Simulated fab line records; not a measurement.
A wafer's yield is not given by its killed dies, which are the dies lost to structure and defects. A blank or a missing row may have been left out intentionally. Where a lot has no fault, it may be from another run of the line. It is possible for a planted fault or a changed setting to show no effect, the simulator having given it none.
fab line records    flow sky130
record: lots: 24  wafers: 72  lastDay: 50
route steps=708 shown SONOS_ONO@182 METAL1@438 METAL2@503 VIA2@509
lots untouched by any fault: they come from a run of this same line in which no faults occurred
startH: hours from the record's opening day to when the first of the lot's shown wafers began    waitH: hours elapsed since this lot's preceding step    " identical to the entry in the row above    L1.1+2: a row that stands for several wafers    - no value, or no start was given    * or withheld: withheld    < > ~ a bound
route shown NAME@n: a module of which the file shows steps, and the number in the route of the first    usual: average and standard deviation across the fault-free wafers    same: alike in all rows    chamber/n: place in a boat    sites: per-site readings    _std_site: the standard deviation of these    _edge_site: inner sites' mean taken away from outer sites' mean    radiusMm: how far each site lies from the wafer's centre    mask NAME#n: copy n    behind: the most recent tool/chamber to have shaped the wafer    hold: the reason the lot was held/the length of the hold in hours/how it ended    device: transistor that didn't switch, given as n, p or np    end of line: the tests these same wafers got at the end of their route    a step without rows: its recipe alone    killed: dies lost to structure and defects at the first sort, not the wafer's yield    map: the dies of a wafer, with x for killed, . for not killed, _ for no die there
set.NAME: the setting that was run; set.NAME@STEP: the one run at that earlier step    model.NAME: the simulator's own value behind a step, which no gauge read
a sample of lots followed through the steps of the route, with each step as a table and each wafer as a row
services: when a tool's chamber went out of use (startH, in hours from the record's first day, below 0 if earlier), for how many hours, and the reason
== steps ==
step: SKY_SONOS_ONO_OVL_MEAS_14
usual: SONOS_ONO_OVL: -1.2/1.3
lot.wafer  tool        chamber  startH  waitH  SONOS_ONO_OVL[nm]
L074.1     overlay-02  -        269.88  0.1    -0.4
L074.3     "           -        "       "      -0.5
L074.5     "           -        "       "      -0.8
L075.2     overlay-01  -        277.17  0.1    -4.0
L075.5     "           -        "       "      -2.7
L075.6     "           -        "       "      -3.5
L076.1     overlay-01  -        286.11  0.1    -2.5
L076.4     "           -        "       "      -1.6
L076.5     "           -        "       "      -0.8
L077.2     overlay-01  -        307.81  0.1    -1.0
L077.4     "           -        "       "      -1.1
L077.5     "           -        "       "      -1.4
L078.1     overlay-02  -        315.20  0.1    -1.1
L078.5     "           -        "       "      -0.4
L078.6     "           -        "       "      -0.2
L079.1     overlay-02  -        315.44  0.1    0.9
L079.3     "           -        "       "      0.7
L079.4     "           -        "       "      -0.3
L080.1     overlay-02  -        328.86  0.1    -0.3
L080.2     "           -        "       "      -0.1
L080.3     "           -        "       "      -0.9
L081.1     overlay-01  -        342.00  0.1    -1.5
L081.2     "           -        "       "      -1.4
L081.5     "           -        "       "      0.7
L082.1     overlay-02  -        342.02  0.1    -0.3
L082.2     "           -        "       "      0.3
L082.4     "           -        "       "      0.1
L083.3     overlay-02  -        350.57  0.1    -2.0
L083.5     "           -        "       "      -0.8
L083.6     "           -        "       "      -0.5
L084.1     overlay-01  -        367.58  0.1    -0.9
L084.2     "           -        "       "      -0.2
L084.3     "           -        "       "      -1.1
L085.2     overlay-02  -        370.26  0.1    -2.0
L085.5     "           -        "       "      -2.0
L085.6     "           -        "       "      -1.3
L086.1     overlay-01  -        370.51  0.1    -1.6
L086.3     "           -        "       "      -2.2
L086.5     "           -        "       "      -2.2
L087.1     overlay-01  -        382.55  0.1    0.7
L087.3     "           -        "       "      -0.8
L087.6     "           -        "       "      -0.4
L088.2     overlay-01  -        385.57  0.1    -0.2
L088.3     "           -        "       "      -1.0
L088.4     "           -        "       "      -0.7
L089.2     overlay-02  -        402.56  0.1    -0.5
L089.5     "           -        "       "      -0.2
L089.6     "           -        "       "      1.0
L090.3     overlay-02  -        412.37  0.1    0.0
L090.5     "           -        "       "      -2.0
L090.6     "           -        "       "      -1.4
L091.3     overlay-01  -        413.78  0.1    -3.0
L091.4     "           -        "       "      -0.9
L091.6     "           -        "       "      -2.0
L093.4     overlay-02  -        446.93  0.1    -0.8
L093.5     "           -        "       "      -1.5
L093.6     "           -        "       "      -0.2
L092.2     overlay-01  -        450.64  0.1    0.2
L092.4     "           -        "       "      1.7
L092.5     "           -        "       "      0.3
L094.1     overlay-02  -        454.37  0.1    -2.1
L094.3     "           -        "       "      -2.5
L094.4     "           -        "       "      -1.0
L095.1     overlay-02  -        455.66  0.1    -1.2
L095.3     "           -        "       "      -0.9
L095.5     "           -        "       "      -0.7
L096.2     overlay-01  -        467.52  0.1    -3.6
L096.3     "           -        "       "      -4.6
L096.6     "           -        "       "      -5.2
L097.4     overlay-02  -        479.55  0.1    -0.3
L097.5     "           -        "       "      -0.9
L097.6     "           -        "       "      -2.2
step: SKY_METAL1_SPUTTER_04
recipe: material: TiN  targetThkNm: 70  powerW: 6500  timeS: 58.3  chamberPressurePa: 0.4
usual: throttleValvePct: 29.9/1.2
lot.wafer  tool           chamber  startH  waitH  throttleValvePct
L074.1     pvdSputter-01  -        720.72  0.0    30.2
L074.3     "              -        "       "      30.1
L074.5     "              -        "       "      30.2
L075.2     pvdSputter-04  -        726.79  0.0    28.4
L075.5     "              -        "       "      28.3
L075.6     "              -        "       "      31.0
L076.1     pvdSputter-03  -        745.53  0.0    28.3
L076.4     "              -        "       "      27.9
L076.5     "              -        "       "      28.0
L077.2     pvdSputter-01  -        758.61  0.0    31.4
L077.4     "              -        "       "      30.5
L077.5     "              -        "       "      30.2
L078.1     pvdSputter-01  -        767.62  0.0    30.0
L078.5     "              -        "       "      30.2
L078.6     "              -        "       "      29.8
L079.1     pvdSputter-04  -        771.34  0.0    28.4
L079.3     "              -        "       "      30.7
L079.4     "              -        "       "      30.7
L080.1     pvdSputter-04  -        785.63  0.0    30.7
L080.2     "              -        "       "      29.6
L080.3     "              -        "       "      30.8
L081.1     pvdSputter-01  -        793.51  0.0    30.4
L081.2     "              -        "       "      30.3
L081.5     "              -        "       "      31.5
L082.1     pvdSputter-04  -        794.91  0.0    31.0
L082.2     "              -        "       "      30.6
L082.4     "              -        "       "      29.5
L083.3     pvdSputter-03  -        802.47  0.0    32.2
L083.5     "              -        "       "      32.3
L083.6     "              -        "       "      28.3
L084.1     pvdSputter-01  -        812.67  0.0    30.2
L084.2     "              -        "       "      30.3
L084.3     "              -        "       "      31.3
L086.1     pvdSputter-01  -        819.41  0.0    30.2
L086.3     "              -        "       "      30.0
L086.5     "              -        "       "      30.0
L085.2     pvdSputter-04  -        819.79  0.0    30.9
L085.5     "              -        "       "      30.7
L085.6     "              -        "       "      30.9
L087.1     pvdSputter-03  -        832.74  0.0    28.0
L087.3     "              -        "       "      32.2
L087.6     "              -        "       "      29.9
L088.2     pvdSputter-01  -        833.54  0.0    31.6
L088.3     "              -        "       "      29.9
L088.4     "              -        "       "      30.2
L089.2     pvdSputter-03  -        846.28  0.0    30.0
L089.5     "              -        "       "      28.2
L089.6     "              -        "       "      29.8
L090.3     pvdSputter-03  -        857.45  0.0    28.1
L090.5     "              -        "       "      32.2
L090.6     "              -        "       "      28.0
L091.3     pvdSputter-04  -        858.66  0.0    29.3
L091.4     "              -        "       "      28.3
L091.6     "              -        "       "      29.4
L093.4     pvdSputter-01  -        908.44  0.0    30.3
L093.5     "              -        "       "      29.9
L093.6     "              -        "       "      30.0
L094.1     pvdSputter-04  -        909.15  0.0    30.6
L094.3     "              -        "       "      29.5
L094.4     "              -        "       "      31.1
L092.2     pvdSputter-01  -        910.52  0.0    29.7
L092.4     "              -        "       "      31.4
L092.5     "              -        "       "      30.3
L095.1     pvdSputter-03  -        911.22  0.0    28.1
L095.3     "              -        "       "      28.2
L095.5     "              -        "       "      28.2
L096.2     pvdSputter-03  -        912.76  0.0    30.0
L096.3     "              -        "       "      28.1
L096.6     "              -        "       "      32.3
L097.4     pvdSputter-03  -        918.32  0.0    32.3
L097.5     "              -        "       "      29.9
L097.6     "              -        "       "      28.1
step: SKY_METAL1_RS_MEAS_05
recipe: thkMeasGauge: four-point-probe  reads: TiN_of_METAL1_SPUTTER_04+Ti_of_METAL1_SPUTTER_03+AlCu_of_METAL1_SPUTTER_02+TiN_of_METAL1_SPUTTER_01+Ti_of_METAL1_SPUTTER_00
usual: METAL1_ALCU_RS: 0.1269/0.0015
lot.wafer  tool          chamber  startH  waitH  METAL1_ALCU_RS[ohm/sq]
L074.1     filmMetro-01  -        720.78  0.0    0.1273
L074.3     "             -        "       "      0.1286
L074.5     "             -        "       "      0.1274
L075.2     filmMetro-01  -        726.86  0.0    0.1256
L075.5     "             -        "       "      0.1257
L075.6     "             -        "       "      0.1267
L076.1     filmMetro-03  -        745.58  0.0    0.1263
L076.4     "             -        "       "      0.1281
L076.5     "             -        "       "      0.1284
L077.2     filmMetro-04  -        758.68  0.0    0.1267
L077.4     "             -        "       "      0.1273
L077.5     "             -        "       "      0.1270
L078.1     filmMetro-03  -        767.67  0.0    0.1299
L078.5     "             -        "       "      0.1296
L078.6     "             -        "       "      0.1287
L079.1     filmMetro-01  -        771.38  0.0    0.1269
L079.3     "             -        "       "      0.1260
L079.4     "             -        "       "      0.1263
L080.1     filmMetro-01  -        785.69  0.0    0.1264
L080.2     "             -        "       "      0.1255
L080.3     "             -        "       "      0.1260
L081.1     filmMetro-01  -        793.56  0.0    0.1295
L081.2     "             -        "       "      0.1301
L081.5     "             -        "       "      0.1288
L082.1     filmMetro-04  -        794.95  0.0    0.1259
L082.2     "             -        "       "      0.1267
L082.4     "             -        "       "      0.1256
L083.3     filmMetro-04  -        802.56  0.1    0.1237
L083.5     "             -        "       "      0.1251
L083.6     "             -        "       "      0.1258
L084.1     filmMetro-01  -        812.72  0.0    0.1294
L084.2     "             -        "       "      0.1285
L084.3     "             -        "       "      0.1281
L086.1     filmMetro-03  -        819.46  0.0    0.1291
L086.3     "             -        "       "      0.1277
L086.5     "             -        "       "      0.1284
L085.2     filmMetro-01  -        819.86  0.0    0.1289
L085.5     "             -        "       "      0.1276
L085.6     "             -        "       "      0.1271
L087.1     filmMetro-04  -        832.79  0.0    0.1283
L087.3     "             -        "       "      0.1282
L087.6     "             -        "       "      0.1279
L088.2     filmMetro-04  -        833.61  0.0    0.1282
L088.3     "             -        "       "      0.1281
L088.4     "             -        "       "      0.1301
L089.2     filmMetro-01  -        846.34  0.0    0.1251
L089.5     "             -        "       "      0.1249
L089.6     "             -        "       "      0.1247
L090.3     filmMetro-03  -        857.54  0.1    0.1254
L090.5     "             -        "       "      0.1267
L090.6     "             -        "       "      0.1259
L091.3     filmMetro-04  -        858.75  0.1    0.1250
L091.4     "             -        "       "      0.1268
L091.6     "             -        "       "      0.1267
L093.4     filmMetro-01  -        908.55  0.1    0.1282
L093.5     "             -        "       "      0.1282
L093.6     "             -        "       "      0.1276
L094.1     filmMetro-03  -        909.20  0.0    0.1262
L094.3     "             -        "       "      0.1260
L094.4     "             -        "       "      0.1271
L092.2     filmMetro-04  -        910.59  0.0    0.1270
L092.4     "             -        "       "      0.1269
L092.5     "             -        "       "      0.1279
L095.1     filmMetro-04  -        911.27  0.0    0.1244
L095.3     "             -        "       "      0.1239
L095.5     "             -        "       "      0.1239
L096.2     filmMetro-03  -        912.83  0.0    0.1256
L096.3     "             -        "       "      0.1246
L096.6     "             -        "       "      0.1258
L097.4     filmMetro-01  -        918.43  0.1    0.1263
L097.5     "             -        "       "      0.1262
L097.6     "             -        "       "      0.1257
step: SKY_METAL1_OVL_MEAS_16
usual: METAL1_OVL: 2/5.2
lot.wafer  tool        chamber  startH  waitH  METAL1_OVL[nm]
L074.1     overlay-01  -        747.50  0.1    -4
L074.3     "           -        "       "      -3
L074.5     "           -        "       "      -5
L075.2     overlay-02  -        754.93  0.1    10
L075.5     "           -        "       "      15
L075.6     "           -        "       "      1
L076.1     overlay-01  -        773.26  0.1    -1
L076.4     "           -        "       "      4
L076.5     "           -        "       "      -2
L077.2     overlay-01  -        785.67  0.1    -3
L077.4     "           -        "       "      -4
L077.5     "           -        "       "      -7
L078.1     overlay-01  -        794.02  0.1    3
L078.5     "           -        "       "      12
L078.6     "           -        "       "      8
L079.1     overlay-02  -        796.65  0.1    0
L079.3     "           -        "       "      4
L079.4     "           -        "       "      4
L080.1     overlay-01  -        810.77  0.1    9
L080.2     "           -        "       "      11
L080.3     "           -        "       "      15
L081.1     overlay-01  -        818.62  0.1    -1
L081.2     "           -        "       "      -4
L081.5     "           -        "       "      -3
L082.1     overlay-01  -        820.71  0.1    0
L082.2     "           -        "       "      7
L082.4     "           -        "       "      7
L083.3     overlay-02  -        828.82  0.1    0
L083.5     "           -        "       "      -3
L083.6     "           -        "       "      -1
L084.1     overlay-02  -        839.06  0.1    2
L084.2     "           -        "       "      5
L084.3     "           -        "       "      -2
L086.1     overlay-02  -        844.55  0.1    8
L086.3     "           -        "       "      10
L086.5     "           -        "       "      9
L085.2     overlay-01  -        845.86  0.1    3
L085.5     "           -        "       "      10
L085.6     "           -        "       "      9
L087.1     overlay-02  -        858.45  0.1    -5
L087.3     "           -        "       "      -5
L087.6     "           -        "       "      1
L088.2     overlay-01  -        859.52  0.1    12
L088.3     "           -        "       "      2
L088.4     "           -        "       "      4
L089.2     overlay-01  -        872.71  0.1    3
L089.5     "           -        "       "      4
L089.6     "           -        "       "      1
L090.3     overlay-02  -        883.48  0.1    -2
L090.5     "           -        "       "      0
L090.6     "           -        "       "      -6
L091.3     overlay-01  -        884.87  0.1    -5
L091.4     "           -        "       "      0
L091.6     "           -        "       "      0
L093.4     overlay-01  -        933.18  0.1    3
L093.5     "           -        "       "      6
L093.6     "           -        "       "      0
L094.1     overlay-01  -        934.42  0.1    6
L094.3     "           -        "       "      8
L094.4     "           -        "       "      5
L092.2     overlay-02  -        934.77  0.1    2
L092.4     "           -        "       "      -2
L092.5     "           -        "       "      -3
L095.1     overlay-02  -        935.96  0.1    5
L095.3     "           -        "       "      8
L095.5     "           -        "       "      3
L096.2     overlay-02  -        937.92  0.1    -1
L096.3     "           -        "       "      -4
L096.6     "           -        "       "      -5
L097.4     overlay-02  -        943.23  0.1    -3
L097.5     "           -        "       "      -2
L097.6     "           -        "       "      -1
step: SKY_METAL2_STRIP_20
recipe: chemistry: O2/N2  powerW: 1400  pressureMtorr: 1500  platenTempC: withheld  o2FlowSccm: 3000  n2FlowSccm: 300  overashFraction: 0.5
usual: drypumpMotorCurrentA: 5.8/0.39  oesProductAu: 0.342/0.0044  stripTimeToEndpointS: 2.689/0.024
lot.wafer  tool            chamber  startH  waitH  drypumpMotorCurrentA  oesProductAu  rfHoursCounterH  stripTimeToEndpointS
L074.1     plasmaAsher-01  1        804.33  0.1    5.7                   0.343         96               2.665
L074.3     "               0        "       "      6.1                   0.342         -                2.700
L074.5     "               0        "       "      6.1                   0.339         -                2.712
L075.2     plasmaAsher-03  0        810.34  0.1    5.0                   0.340         37               2.671
L075.5     "               0        "       "      5.0                   0.336         -                2.716
L075.6     "               1        "       "      6.1                   0.347         -                2.675
L076.1     plasmaAsher-01  1        827.27  0.1    5.7                   0.341         99               2.705
L076.4     "               1        "       "      5.7                   0.340         -                2.679
L076.5     "               1        "       "      5.7                   0.336         -                2.664
L077.2     plasmaAsher-03  0        840.38  0.1    5.0                   0.350         38               2.743
L077.4     "               0        "       "      5.0                   0.338         -                2.708
L077.5     "               1        "       "      6.1                   0.338         -                2.691
L078.1     plasmaAsher-02  1        850.01  0.1    5.7                   0.336         11               2.690
L078.5     "               0        "       "      6.0                   0.338         -                2.663
L078.6     "               1        "       "      5.7                   0.342         -                2.673
L079.1     plasmaAsher-01  0        851.23  0.1    6.1                   0.337         101              2.718
L079.3     "               1        "       "      5.7                   0.337         -                2.687
L079.4     "               0        "       "      6.1                   0.341         -                2.630
L080.1     plasmaAsher-01  1        866.78  0.1    5.7                   0.341         102              2.660
L080.2     "               0        "       "      6.1                   0.340         102              2.735
L080.3     "               1        "       "      5.8                   0.342         -                2.665
L081.1     plasmaAsher-01  1        873.46  0.1    5.7                   0.336         103              2.651
L081.2     "               0        "       "      6.1                   0.344         103              2.685
L081.5     "               1        "       "      5.7                   0.346         -                2.664
L082.1     plasmaAsher-01  0        877.89  0.1    6.1                   0.335         103              2.670
L082.2     "               1        "       "      5.7                   0.350         103              2.687
L082.4     "               0        "       "      6.1                   0.341         -                2.681
L083.3     plasmaAsher-03  1        884.37  0.1    6.1                   0.342         -                2.700
L083.5     "               1        "       "      6.1                   0.350         -                2.718
L083.6     "               0        "       "      5.0                   0.338         -                2.678
L084.1     plasmaAsher-02  0        894.68  0.1    6.0                   0.346         16               2.680
L084.2     "               1        "       "      5.8                   0.342         16               2.692
L084.3     "               0        "       "      6.0                   0.347         -                2.696
L086.1     plasmaAsher-03  1        899.09  0.1    6.1                   0.341         44               2.704
L086.3     "               0        "       "      5.0                   0.345         -                2.714
L086.5     "               1        "       "      6.1                   0.338         -                2.677
L085.2     plasmaAsher-01  0        900.78  0.1    6.0                   0.340         106              2.657
L085.5     "               0        "       "      6.1                   0.348         -                2.746
L085.6     "               1        "       "      5.7                   0.349         -                2.685
L087.1     plasmaAsher-02  0        913.74  0.1    6.1                   0.338         17               2.713
L087.3     "               1        "       "      5.7                   0.336         -                2.688
L087.6     "               0        "       "      6.1                   0.341         -                2.642
L088.2     plasmaAsher-02  0        915.60  0.1    6.1                   0.340         17               2.682
L088.3     "               1        "       "      5.8                   0.346         -                2.729
L088.4     "               0        "       "      6.0                   0.344         -                2.643
L089.2     plasmaAsher-02  0        926.43  0.1    6.0                   0.341         18               2.687
L089.5     "               0        "       "      6.0                   0.343         -                2.668
L089.6     "               1        "       "      5.7                   0.340         -                2.667
L090.3     plasmaAsher-03  0        936.96  0.1    5.0                   0.341         -                2.684
L090.5     "               0        "       "      5.0                   0.342         -                2.661
L090.6     "               1        "       "      6.0                   0.342         -                2.659
L091.3     plasmaAsher-03  1        938.81  0.1    6.1                   0.347         -                2.710
L091.4     "               0        "       "      5.0                   0.348         -                2.733
L091.6     "               1        "       "      6.1                   0.351         -                2.737
L093.4     plasmaAsher-01  1        984.36  0.1    5.7                   0.350         -                2.683
L093.5     "               1        "       "      5.7                   0.338         -                2.675
L093.6     "               0        "       "      6.1                   0.338         -                2.708
L094.1     plasmaAsher-01  1        985.68  0.2    5.8                   0.329         114              2.698
L094.3     "               1        "       "      5.8                   0.344         -                2.690
L094.4     "               0        "       "      6.1                   0.338         -                2.715
L092.2     plasmaAsher-03  0        985.94  0.1    4.9                   0.336         53               2.698
L092.4     "               1        "       "      6.1                   0.345         -                2.676
L092.5     "               0        "       "      4.9                   0.342         -                2.718
L095.1     plasmaAsher-01  0        986.63  0.1    6.1                   0.341         114              2.685
L095.3     "               0        "       "      6.1                   0.349         -                2.692
L095.5     "               0        "       "      6.1                   0.342         -                2.656
L096.2     plasmaAsher-02  1        989.19  0.1    5.8                   0.339         25               2.716
L096.3     "               1        "       "      5.8                   0.339         -                2.730
L096.6     "               1        "       "      5.7                   0.343         -                2.704
L097.4     plasmaAsher-03  1        993.91  0.1    6.1                   0.351         -                2.678
L097.5     "               1        "       "      6.1                   0.343         -                2.707
L097.6     "               0        "       "      5.0                   0.340         -                2.684
step: SKY_VIA2_CMP_02
recipe: material: SiO2  downForcePsi: 4  platenRpm: 60  padVelocityMS: 0.94248
usual: motorCurrentA: 11.6/1.1  slurryFlowMlMin: 150.1/0.48
lot.wafer  tool    chamber  startH  waitH  motorCurrentA  slurryFlowMlMin
L074.1     cmp-01  0        805.27  0.1    11.0           149.9
L074.3     "       1        "       "      10.4           150.5
L074.5     "       2        "       "      12.5           150.2
L075.2     cmp-02  3        811.63  0.2    14.0           150.2
L075.6     "       0        "       "      13.0           150.0
L075.5     "       1        "       "      10.6           150.6
L076.4     cmp-01  1        828.12  0.0    10.2           149.7
L076.1     "       3        "       "      11.0           149.8
L076.5     "       1        "       "      10.3           149.9
L077.2     cmp-02  3        841.19  0.0    13.5           150.1
L077.4     "       1        "       "      10.8           149.7
L077.5     "       0        "       "      12.4           150.3
L078.1     cmp-02  1        850.89  0.1    10.7           149.7
L078.5     "       3        "       "      12.7           150.0
L078.6     "       0        "       "      12.8           150.6
L079.4     cmp-02  1        852.03  0.0    10.8           150.5
L079.3     "       3        "       "      13.5           150.0
L079.1     "       0        "       "      12.5           150.6
L080.1     cmp-02  2        867.64  0.1    11.8           150.7
L080.3     "       3        "       "      13.5           149.3
L080.2     "       0        "       "      12.8           149.9
L081.2     cmp-01  0        874.33  0.1    11.0           150.1
L081.1     "       1        "       "      9.7            149.2
L081.5     "       0        "       "      11.3           150.4
L082.4     cmp-01  0        878.83  0.1    10.9           149.7
L082.1     "       1        "       "      10.5           151.1
L082.2     "       2        "       "      12.4           150.8
L083.3     cmp-02  1        885.26  0.1    10.7           149.9
L083.5     "       3        "       "      13.5           150.3
L083.6     "       0        "       "      12.9           149.5
L084.2     cmp-02  3        895.50  0.0    13.3           150.4
L084.1     "       0        "       "      12.5           149.8
L084.3     "       1        "       "      10.6           150.5
L086.1     cmp-02  2        899.96  0.1    11.2           150.7
L086.3     "       3        "       "      13.7           150.5
L086.5     "       1        "       "      11.2           150.9
L085.2     cmp-02  1        901.73  0.2    10.6           150.3
L085.5     "       2        "       "      12.0           150.1
L085.6     "       3        "       "      13.1           149.1
L087.1     cmp-01  2        914.57  0.1    11.8           149.8
L087.3     "       0        "       "      11.0           150.2
L087.6     "       2        "       "      12.1           150.1
L088.2     cmp-01  3        916.47  0.1    10.7           149.8
L088.4     "       0        "       "      10.5           150.2
L088.3     "       1        "       "      10.2           150.3
L089.2     cmp-01  1        927.30  0.1    9.9            149.3
L089.5     "       0        "       "      10.6           150.3
L089.6     "       1        "       "      9.8            148.7
L090.3     cmp-01  1        937.76  0.1    10.2           150.3
L090.5     "       0        "       "      10.6           150.5
L090.6     "       1        "       "      10.2           150.1
L091.4     cmp-02  1        939.66  0.1    10.4           150.0
L091.3     "       2        "       "      10.8           150.5
L091.6     "       3        "       "      13.6           150.3
L093.4     cmp-02  1        985.26  0.2    10.8           150.0
L093.5     "       2        "       "      10.9           149.8
L093.6     "       3        "       "      13.9           150.5
L094.3     cmp-02  0        986.46  0.0    11.8           150.6
L094.4     "       1        "       "      11.4           150.6
L094.1     "       3        "       "      13.2           150.0
L092.4     cmp-01  3        986.77  0.1    10.8           150.5
L092.2     "       0        "       "      10.5           149.9
L092.5     "       2        "       "      11.9           150.4
L095.3     cmp-01  0        987.41  0.0    10.3           150.0
L095.1     "       1        "       "      10.1           149.3
L095.5     "       0        "       "      10.8           149.4
L096.3     cmp-02  0        990.02  0.1    12.3           149.8
L096.2     "       1        "       "      11.1           150.2
L096.6     "       3        "       "      14.3           150.0
L097.4     cmp-01  1        994.76  0.1    10.2           150.6
L097.5     "       3        "       "      11.0           149.5
L097.6     "       0        "       "      11.4           149.7
== services ==
tool            chamber  startH  hours  kind
cmp-01          -        697.11  1.5    repair
cmp-01          -        719.52  5.9    pm
plasmaAsher-03  -        734.14  3.5    repair
cmp-01          -        747.79  4.0    pm
plasmaAsher-01  -        749.83  0.6    repair
cmp-01          -        772.04  1.5    repair
cmp-02          -        821.57  5.7    pm
plasmaAsher-01  -        823.15  2.8    pm
cmp-02          -        827.78  5.6    repair
cmp-02          -        833.09  1.8    repair
pvdSputter-01   -        850.27  3.7    repair
cmp-02          -        856.40  9.6    pm
cmp-01          -        888.45  1.7    repair
cmp-01          -        890.97  1.5    repair
pvdSputter-01   -        903.36  0.8    repair
cmp-01          -        904.37  2.8    repair
cmp-02          -        912.00  4.0    pm
cmp-01          -        917.49  5.7    pm
plasmaAsher-01  -        944.48  3.9    repair
cmp-02          -        944.68  4.8    pm
cmp-02          -        949.66  0.6    repair
cmp-01          -        957.31  2.5    repair
cmp-02          -        965.71  4.6    repair
cmp-01          -        975.47  1.5    repair
== key ==
fault none
